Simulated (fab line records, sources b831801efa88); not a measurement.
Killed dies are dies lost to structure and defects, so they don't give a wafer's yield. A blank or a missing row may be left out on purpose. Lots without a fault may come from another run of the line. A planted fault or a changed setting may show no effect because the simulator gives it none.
One fault seen from 2 desks | flow gf180mcu | each desk has only its own numbers; what lay behind them comes last

THE TOOL OWNER'S DESK: cvd_w-01
The tool's own readings at GF_V5_CVD_23 (deposits W, target thk 350 nm, time 104.9 s): means of the sampled wafers that have a number, for each lot that ran on this tool. A lot is out of limits, marked OUT, if its mean lies more than 4 standard deviations from the usual mean; the brackets give that distance.
Columns: A = chamber_pressure_Torr at GF_V5_CVD_23, usual 39.99 Torr; B = heater_power_w at GF_V5_CVD_23, usual 925 W
lot  | first seen here | A               | B
L154 | day 27 04:59    | 39.94           | 1087
L155 | day 27 11:54    | 39.99           | 940
L159 | day 28 20:50    | 39.99           | 1020
L165 | day 30 08:47    | 35.44 (-56) OUT | 938
L168 | day 31 17:33    | 35.56 (-55) OUT | 953
This desk's finding: out of limits on L165, L168; first on L165, day 30 08:47 (chamber_pressure_Torr at GF_V5_CVD_23). In limits: L154, L155, L159.

THE METROLOGY DESK
What the gauges read, lot by lot, whatever tool the lot ran on: means of the sampled wafers that have a number. A lot is out of limits, marked OUT, if its mean lies more than 4 standard deviations from the usual mean; the brackets give that distance.
Columns: A = V5_W_RS at GF_V5_RS_MEAS_24, usual 0.329 ohm/sq; B = V5_W_THK at GF_V5_THK_MEAS_25, usual 349 nm
lot  | first seen here | A                | B
L154 | day 27 05:06    | 0.327            | 353
L155 | day 27 12:02    | 0.324            | 357
L158 | day 28 09:37    | 0.337            | 334
L159 | day 28 20:58    | 0.324            | 356
L160 | day 29 06:40    | 0.329            | 349
L164 | day 30 07:46    | 0.332            | 347
L165 | day 30 08:56    | 0.353 (+4.1) OUT | 330
L168 | day 31 17:41    | 0.343            | 342
L173 | day 33 02:17    | 0.331            | 350
L174 | day 33 04:13    | 0.330            | 351
L175 | day 33 07:04    | 0.332            | 350
This desk's finding: out of limits on L165; first on L165, day 30 08:56 (V5_W_RS at GF_V5_RS_MEAS_24). In limits: L154, L155, L158, L159, L160, L164, L168, L173, L174, L175.

PUT TOGETHER
The tool owner's desk could have raised an alarm at day 30 08:47, on L165, L168.
The metrology desk could have raised an alarm at day 30 08:56, on L165.
The metrology desk has L168 on record, within its limits.
Of the lots named, all ran GF_V5_CVD_23 on cvd_w-01.

WHAT THE SIMULATOR HAD PUT IN
Process parameter drift: cvd_w-01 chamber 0, from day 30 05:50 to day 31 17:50, at GF_V5_CVD_23. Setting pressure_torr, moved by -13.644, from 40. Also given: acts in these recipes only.
Lots struck among those shown: L165, L168.
Hours from the fault's start to each desk's first reading out of limits: the tool owner's desk, 3; the metrology desk, 3.
